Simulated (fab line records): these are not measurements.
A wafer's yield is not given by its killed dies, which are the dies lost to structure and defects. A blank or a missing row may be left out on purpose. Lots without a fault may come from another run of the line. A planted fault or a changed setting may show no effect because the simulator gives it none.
Which of the tools did it? ; flow sfq_line ; 15 lots with 42 wafers sampled at 3 steps, on a route of 325 steps

WHAT THE GAUGES READ, wafer by wafer
SFQ_JJ_OVL_MEAS_931. Usual: J5_OVL gives -1 nm (standard deviation 4.9).
lot;measured;on;J5_OVL (nm);flag
L537;day 41 05:49;overlay-02;2 -2 3;
L538;day 41 09:25;overlay-02;-4 -1 -3;
L539;day 41 11:49;overlay-02;-2 2 -6;
L540;day 41 20:01;overlay-01;4 1 3;
L546;day 43 09:13;overlay-01;-5 5;
L548;day 44 10:26;overlay-02;-1 1;
L549;day 45 04:27;overlay-02;-4 7;
L550;day 45 11:39;overlay-02;1 -5 -6;
L552;day 45 20:02;overlay-02;11 4 2;
L553;day 45 23:39;overlay-02;-4 1 -2;
L554;day 46 10:28;overlay-01;-5 -8 -8;
L555;day 46 18:53;overlay-01;3 -3 -4;
L557;day 47 06:53;overlay-02;-4 -4 -3;
L558;day 47 15:17;overlay-02;-5 -1 -2;
L559;day 47 18:54;overlay-02;-12 -6 -6;

SFQ_M5_OVL_MEAS_932. Usual: M5_OVL gives -4 nm (standard deviation 5.9).
lot;measured;on;M5_OVL (nm);flag
L537;day 46 03:21;overlay-01;-1 -11 -3;
L538;day 46 06:57;overlay-02;-6 -11 -5;
L539;day 46 10:06;overlay-02;-15 -10 -1;
L540;day 46 16:06;overlay-02;-10 0 0;
L546;day 48 03:54;overlay-02;-4 -1;
L548;day 48 23:12;overlay-02;-11 -14;
L549;day 49 14:48;overlay-02;1 -6;
L550;day 49 22:00;overlay-02;-2 -4 -5;
L552;day 50 08:48;overlay-02;-2 7 -3;
L553;day 50 12:24;overlay-02;-1 8 -6;
L554;day 50 20:49;overlay-02;-1 0 -14;
L555;day 51 02:48;overlay-02;-2 -10 2;
L557;day 51 12:24;overlay-02;-4 -12 -13;
L558;day 51 22:00;overlay-02;-6 -11 -6;
L559;day 52 01:37;overlay-02;-3 4 -5;

EACH LOT AND THE TOOL THAT RAN IT (in order: tool; ch and the chambers of the sampled wafers; start)
lot;SFQ_TRILAYER_M4_STRIP_STRIP_097
L537;rie_metal-01 ch 0,1, day 34 06:43
L538;rie_metal-01 ch 0, day 34 09:07
L539;rie_metal-04 ch 0,1, day 34 10:19
L540;rie_metal-04 ch 0,1, day 34 17:19
L546;rie_metal-04 ch 0,1, day 35 23:53
L548;rie_metal-04 ch 0,1, day 36 14:26
L549;rie_metal-04 ch 0,1, day 36 16:50
L550;rie_metal-04 ch 0,1, day 37 03:38
L552;rie_metal-01 ch 0,1, day 37 14:26
L553;rie_metal-04 ch 0,1, day 37 20:26
L554;rie_metal-01 ch 0,1, day 38 01:26
L555;rie_metal-01 ch 0,1, day 38 08:30
L557;rie_metal-04 ch 0,1, day 39 02:26
L558;rie_metal-02 ch 1, day 39 04:50
L559;rie_metal-01 ch 0,1, day 39 08:38
- SFQ_TRILAYER_M4_STRIP_STRIP_097: strips in O2.

AS READ BY THE TOOLS THEMSELVES (means over the sampled wafers that have a number; for cases with no such wafer, the mark the record gives instead)
SFQ_TRILAYER_M4_STRIP_STRIP_097. Usual: drypump_motor_current_A 5.8 A, standard deviation 0.38; oes_product_au 1.007 a.u., standard deviation 0.013; platen_temp_c 39.98 C, standard deviation 0.12.
lot;tool;drypump_motor_current_A (A);oes_product_au (a.u.);platen_temp_c (C);flag
L537;rie_metal-01;5.5;0.997;40.10;
L538;rie_metal-01;5.0;1.000;40.15;
L539;rie_metal-04;5.9;1.002;39.93;
L540;rie_metal-04;5.9;1.010;39.97;
L546;rie_metal-04;5.9;1.014;39.96;
L548;rie_metal-04;5.9;1.011;39.91;
L549;rie_metal-04;5.9;1.013;39.95;
L550;rie_metal-04;5.9;1.022;39.92;
L552;rie_metal-01;5.3;1.015;39.97;
L553;rie_metal-04;5.9;1.026;39.97;
L554;rie_metal-01;5.3;1.008;39.90;
L555;rie_metal-01;5.6;1.010;39.78;
L557;rie_metal-04;5.9;1.014;40.05;
L558;rie_metal-02;5.6;0.983;39.92;
L559;rie_metal-01;5.6;1.007;40.06;

THE ANSWER, worked out from the rows above alone
Rule: a lot is off if the mean of its wafers that have a number lies more than 3 standard deviations from the usual mean. Also off: a lot with no number at a reading for which 4 or more lots have one. Any other lot the step has rows for is counted as sound. First the gauges in route order, then the tools' own readings, where a lot's mean is used as printed above. The first step at which some lot is off is used, and at that step the reading that is off furthest; a lot without a number counts as furthest.
Nothing can be told from this: no lot is off at any reading shown.

WHAT THE SIMULATOR HAD INSERTED
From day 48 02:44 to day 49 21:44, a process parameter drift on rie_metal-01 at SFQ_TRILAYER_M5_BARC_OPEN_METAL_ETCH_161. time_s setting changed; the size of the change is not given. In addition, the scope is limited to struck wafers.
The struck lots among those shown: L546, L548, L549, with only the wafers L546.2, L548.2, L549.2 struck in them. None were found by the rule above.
